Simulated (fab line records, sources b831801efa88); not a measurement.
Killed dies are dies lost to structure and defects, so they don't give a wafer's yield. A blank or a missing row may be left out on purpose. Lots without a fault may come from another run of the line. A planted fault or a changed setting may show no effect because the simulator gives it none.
A struck lot beside a sound one | flow sky130 | 14 steps out of a route of 708
Sound: wafers L370.1, L370.4, L370.6. Struck: wafers L377.1, L377.2, L377.4. The cause comes at the end.
At each step with rows: each side's tool, then ch and its chambers, then its first start. Under that, the readings that differ: sound wafers | struck wafers | difference of the means | sigmas: that difference in standard deviations of wafers without a fault.
alike: readings whose means differ by less than 2 such deviations, and words and numbers that are the same on both sides. not compared: withheld readings, readings that some wafer has no value for, bounds like >300 that may hide the same value, and numbers for which the record gives no deviation and whose values overlap.
The two part at a step that has a row with sigmas, a row that says differs or no value, or rows on one side only. Numbers that don't overlap but have no deviation are shown without sigmas and don't part them. A reading that every wafer of one side lacks parts them only if that side has two wafers or more.

SKY_CAP2M_OVL_MEAS_12:
  sound on overlay-02, day 45 00:31; struck on overlay-02, day 46 13:10
  alike: CAP2M_OVL
SKY_CAP2M_METAL_ETCH_13: etches TiN in Cl2/BCl3, stops on SiO2, target depth 220 nm, time 62.9 s.
  sound on rie_metal-01 ch 0, day 45 00:33; struck on rie_metal-04 ch 0,1, day 46 13:13
  alike: bcl3_flow_sccm, drypump_motor_current_A, mfc_cl2_sccm, oes_product_au, throttle_valve_pct
  not compared: rf_hours_counter_h
SKY_CAP2M_STRIP_14: strips in O2/N2.
  sound on plasma_asher-04 ch 0, day 45 00:37; struck on plasma_asher-01 ch 0,1, day 46 13:17
  reading                      | sound             | struck            | difference | sigmas
  strip_time_to_endpoint_s (s) | 12.74 12.78 12.75 | 12.62 12.65 12.61 | -0.13      | -2
  alike: drypump_motor_current_A, oes_product_au
  not compared: rf_hours_counter_h
then, 9 steps without rows for these wafers: SKY_CAP2M_STRIP_15 (strips in post etch residue remover, time 1200 s); SKY_CAP2M_CLEAN_16 (cleans in IPA, time 180 s); SKY_CAP2M_CLEAN_17 (cleans in O3/DIW); SKY_METAL4_DEHYDRATE_05 (time 60 s); SKY_METAL4_HMDS_06 (prime time 60 s); SKY_METAL4_COAT_07 (resist thk 60 nm); SKY_METAL4_COAT_08 (resist thk 1140 nm); SKY_METAL4_SOFTBAKE_09 (time 90 s); SKY_METAL4_EXPOSE_10 (exposes mask MM4, target cd 300 nm).
SKY_METAL4_PEB_11:
  sound on litho_track-01 ch 0, day 45 22:00; struck on litho_track-03, day 47 09:00
  reading         | sound          | struck | difference                    | sigmas
  exhaust_pa (Pa) | 45.1 45.4 46.3 | - - -  | no value on the struck wafers |
  not compared: chill_plate_temp_C
then, 1 step without rows for these wafers: SKY_METAL4_DEVELOP_12 (develop time 60 s).

WHERE THEY PART
First at SKY_CAP2M_STRIP_14; last, within this record, at SKY_METAL4_PEB_11.

WHY: what the simulator had put in
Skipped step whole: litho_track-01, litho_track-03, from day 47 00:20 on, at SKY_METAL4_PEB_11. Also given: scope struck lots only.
